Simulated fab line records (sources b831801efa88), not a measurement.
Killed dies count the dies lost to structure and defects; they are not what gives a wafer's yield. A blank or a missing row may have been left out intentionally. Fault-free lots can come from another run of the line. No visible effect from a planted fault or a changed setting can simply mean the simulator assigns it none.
Which of the tools did it?	flow gf180mcu	21 wafers from 7 lots sampled at 2 of the route's 602 steps

== WHAT THE GAUGES READ, wafer by wafer ==
GF_HV_LDD_OVL_MEAS_08.
lot	measured	on	HV_LDD_OVL (nm)
L596	day 10 21:32	overlay-02	-1.9 0.5 -0.8
L598	day 11 12:41	overlay-02	-1.7 -2.0 -2.6
L602	day 12 19:19	overlay-01	-1.0 -2.1 -0.4
L611	day 15 11:58	overlay-01	1.7 -0.4 -0.3
L614	day 16 15:23	overlay-02	0.7 -0.2 -1.6
L616	day 17 03:20	overlay-02	0.8 -1.6 1.0

== WHAT TOOL EACH LOT RAN ON (gives the tool, then ch and the chambers of the sampled wafers, and finally the start) ==
lot	GF_STI_WET_ETCH_17
L596	wet_bench-01 ch 3, day 2 16:36
L598	wet_bench-01 ch 0, day 3 02:53
L602	wet_bench-04 ch 3, day 3 23:44
L605	wet_bench-04 ch 2, day 4 15:10
L611	wet_bench-01 ch 0, day 5 21:40
L614	wet_bench-01 ch 3, day 6 14:41
L616	wet_bench-04 ch 0, day 7 00:36
- GF_STI_WET_ETCH_17: etches Si3N4 in H3PO4, target depth 45 nm, time 514 s.

== THE ANSWER, worked out from the rows above alone ==
Rule: the lots themselves supply what counts as usual. The widest of any qualifying gaps counts: lots, ordered by their means at a reading, are off when they make up no more than a third of the lots, leave a main group of 4 or more, and stand apart from it by 3 or more times the standard deviation of that group's means. If all means in a main group match to the digits the tables above print for the reading, that group is not used. Also off: a lot with no number at a reading for which 4 or more lots have one. The other lots that the step has rows for count as sound.
Nothing can be told from this: no lot is off at any reading shown.

== WHAT WAS PUT IN BY THE SIMULATOR ==
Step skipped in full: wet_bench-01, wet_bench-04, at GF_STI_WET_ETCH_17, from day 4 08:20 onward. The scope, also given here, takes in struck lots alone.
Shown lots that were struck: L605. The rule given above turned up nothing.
